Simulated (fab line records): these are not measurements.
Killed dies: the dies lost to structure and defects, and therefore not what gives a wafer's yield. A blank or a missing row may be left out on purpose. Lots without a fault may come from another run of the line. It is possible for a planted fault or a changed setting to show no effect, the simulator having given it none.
A lot that was struck, set against a sound lot	flow gf180mcu	16 out of 602 route steps
Sound: these wafers, L335.3, L335.4, L335.6. Struck: wafers L338.1, L338.2, L338.6. Last of all comes the cause.
Per side, at each step with rows, come the tool, then ch with its chambers, and then its first start. Under that, the readings that differ: sound wafers	struck wafers	difference of the means	sigmas: that difference in standard deviations of wafers without a fault.
alike: same words and numbers on both sides, and readings whose means sit less than 2 such deviations apart. not compared: any withheld reading, any reading some wafer has no value for, any bound like >300 that may hide the same value, and any number with overlapping values for which the record gives no deviation.
The two part at a step that has a row with sigmas, a row that says differs or no value, or rows on one side only. Numbers that have no deviation but don't overlap get no sigmas and don't part them. A reading that every wafer of one side lacks parts them only if that side has two wafers or more.

GF_STI_BOW_MEAS_00:
  struck on film-metro-04, day 3 02:00; sound on film-metro-01, day 2 11:02
  alike: INCOMING_BOW
then, 1 step without rows for these wafers: GF_STI_OXIDATION_01 (stabilise 600 s, purge 300 s, target thk 10 nm).
GF_STI_THK_MEAS_02:
  struck on film-metro-02, day 3 03:36; sound on film-metro-01, day 2 19:28
reading	sound	struck	difference	sigmas
STI_OXIDATION_THK (nm)	9.49 9.62 9.62	10.28 10.36 10.40	+0.77	+3
then, 1 step without rows for these wafers: GF_STI_CVD_03 (deposits Si3N4 from DCS/NH3, target thk 207.16 nm, time 3551 s).
GF_STI_THK_MEAS_04:
  struck on film-metro-04, day 3 05:39; sound on film-metro-02, day 2 21:30
  alike: STI_CVD_03_THK
then, 5 steps without rows for these wafers: GF_STI_DEHYDRATE_05 (time 60 s); GF_STI_HMDS_06 (prime time 60 s); GF_STI_COAT_07 (resist thk 700 nm); GF_STI_SOFTBAKE_08 (time 60 s); GF_STI_EXPOSE_09 (exposes mask COMP, target cd 220 nm).
GF_STI_PEB_10: peb time 90 s.
  sound on litho-track-03 ch 0, day 3 09:35; struck on litho-track-02 ch 0, day 3 17:42
reading	sound	struck	difference	sigmas
heater-power-total-W (W)	85.52 85.60 85.77	70.75 70.98 71.00	-14.72	-99 or more
plate-temp-C (C)	134.83 135.11 135.16	116.86 116.77 116.99	-18.16	-99 or more
then, 1 step without rows for these wafers: GF_STI_DEVELOP_11 (develop time 60 s).
GF_STI_CD_MEAS_12: the cd target is 220 nm.
  struck on cd-sem-02, day 3 18:03; sound on cd-sem-01, day 3 09:54
reading	sound	struck	difference	sigmas
cd-nm (nm)	221.9 220.9 222.3	328.0 328.2 328.4	+106.5	+89
GF_STI_ETCH_13: etches the open film in CHF3/O2, stops on Si, target depth 282.31 nm, time 112.9 s.
  sound on rie-diel-03 ch 0,1, day 3 09:59; struck on rie-diel-03 ch 0,1,3, day 3 18:10
reading	sound	struck	difference	sigmas
model.STI.cd-nm (nm)	222.1 220.9 222.2	328 328.1 328.2	+106	
  alike: O2_flow_sccm, drypump-motor-current-A, oes-product-au, throttle-valve-pct
  not compared: rf-hours-counter-h
GF_STI_ETCH_14: etches Si in HBr/Cl2/O2, target depth 360 nm, time 102.9 s.
  sound on rie-si-01 ch 0,1,2, day 3 10:04; struck on rie-si-02 ch 0,2,3, day 3 18:15
reading	sound	struck	difference	sigmas
model.STI.cd-nm (nm)	224 221.9 220.8	328.3 328.4 328.8	+106.3	
  alike: O2_flow_sccm, drypump-motor-current-A, oes-product-au, throttle-valve-pct
  not compared: rf-hours-counter-h
GF_STI_STRIP_15: strips in O2/N2.
  sound on plasma-asher-04 ch 0,1, day 3 10:10; struck on plasma-asher-03 ch 0,1, day 3 18:20
reading	sound	struck	difference	sigmas
n2-flow-sccm (sccm)	299.2 297.9 298.7	301.6 301.6 299.6	+2.3	+2
  alike: drypump-motor-current-A, heater-power-w, oes-product-au, strip-time-to-endpoint-s
  not compared: rf-hours-counter-h

== WHERE THEY PART ==
At GF_STI_THK_MEAS_02 first; at GF_STI_STRIP_15 last (within this record only).

WHY: what had been put in by the simulator
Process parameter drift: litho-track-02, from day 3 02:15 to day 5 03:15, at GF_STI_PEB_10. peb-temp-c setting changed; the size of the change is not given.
